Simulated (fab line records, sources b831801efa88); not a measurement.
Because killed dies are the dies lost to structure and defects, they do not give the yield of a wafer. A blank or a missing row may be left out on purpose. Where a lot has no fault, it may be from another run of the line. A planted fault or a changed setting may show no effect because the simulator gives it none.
Struck lot and sound lot, side by side :: flow sky130 :: 15 steps out of a route of 708
Sound: the wafers L351.2, L351.4, L351.6. Wafers struck: L345.3, L345.5, L345.6. The cause comes at the end.
Each step with rows lists, per side, the tool, then ch with its chambers, then its first start. Under that, the readings that differ: sound wafers :: struck wafers :: difference of the means :: sigmas: that difference in standard deviations of wafers without a fault.
alike: readings whose means differ by less than 2 such deviations, and words and numbers that are the same on both sides. not compared: withheld readings, readings that some wafer has no value for, bounds like >300 that may hide the same value, and numbers for which the record gives no deviation and whose values overlap.
Wherever a step has rows on one side only, a row that says differs or no value, or a row with sigmas, the two part there. Numbers that have no deviation but don't overlap get no sigmas and don't part them. A reading missing from all wafers of one side parts the sides only when that side holds two or more wafers.

first, 1 step without rows for these wafers: SKY_SONOS_TUNNEL_STRIP_11 (strips in SPM, time 600 s).
SKY_SONOS_TUNNEL_TW_MEAS_12:
  sound on film_metro-03, day 17 04:13; struck on film_metro-02, day 14 23:47
  alike: SONOS_TUNNEL_TW
then, 2 steps without rows for these wafers: SKY_SONOS_TUNNEL_CLEAN_13 (cleans in dHF, time 20 s); SKY_SONOS_ONO_OXIDATION_00 (stabilise 600 s, purge 300 s, target thk 2.6 nm).
SKY_SONOS_ONO_THK_MEAS_01:
  sound on film_metro-03, day 17 06:10; struck on film_metro-01, day 15 01:31
  alike: SONOS_ONO_OXIDATION_THK
then, 1 step without rows for these wafers: SKY_SONOS_ONO_CVD_02 (deposits Si3N4 from DCS/NH3, target thk 10.5 nm, time 180 s).
SKY_SONOS_ONO_THK_MEAS_03:
  sound on film_metro-03, day 17 09:01; struck on film_metro-04, day 15 04:09
  alike: SONOS_ONO_CVD_02_THK
then, 1 step without rows for these wafers: SKY_SONOS_ONO_CVD_04 (deposits SiO2 from SiH4/N2O, target thk 5.7199 nm).
SKY_SONOS_ONO_THK_MEAS_05:
  sound on film_metro-04, day 17 10:19; struck on film_metro-01, day 15 05:28
  alike: SONOS_ONO_CVD_04_THK
then, 3 steps without rows for these wafers: SKY_SONOS_ONO_DEHYDRATE_06 (time 60 s); SKY_SONOS_ONO_HMDS_07 (prime time 60 s); SKY_SONOS_ONO_COAT_08 (resist thk 1140 nm).
SKY_SONOS_ONO_SOFTBAKE_09: time 60 s.
  sound on litho_track-02 ch 0, day 18 00:58; struck on litho_track-01 ch 0, day 15 18:32
reading: heater_power_total_W (W)
sound: 56.54 56.58 56.64
struck: 60.59 60.66 60.62
difference: +4.04
sigmas: +94

reading: run_length_s (s)
sound: 89.10 89.09 89.26
struck: 77.52 77.32 77.51
difference: -11.70
sigmas: -69
then, 1 step without rows for these wafers: SKY_SONOS_ONO_EXPOSE_10 (exposes mask ONOM, target cd 410 nm).
-- here the record skips 33 days between the struck wafers' starts before and after, leaving off in module SONOS_ONO and picking up in module PAD_OPEN (first step shown: number 708 of the route) --
SKY_PAD_OPEN_PROBE_99:
  sound on prober-01, day 49 20:45; struck on prober-01, day 48 11:33
  alike: killed_at_M0_to_M3, killed_at_M4_up, killed_at_contacts, killed_at_front_end, killed_at_other, killed_dies, killed_open, killed_short

WHERE THEY PART
Only at SKY_SONOS_ONO_SOFTBAKE_09, within this record. Later steps at which nothing parts them and some readings are alike: SKY_PAD_OPEN_PROBE_99.

WHY: the cause the simulator had injected
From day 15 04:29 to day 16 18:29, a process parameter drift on litho_track-01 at SKY_SONOS_ONO_SOFTBAKE_09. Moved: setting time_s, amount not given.
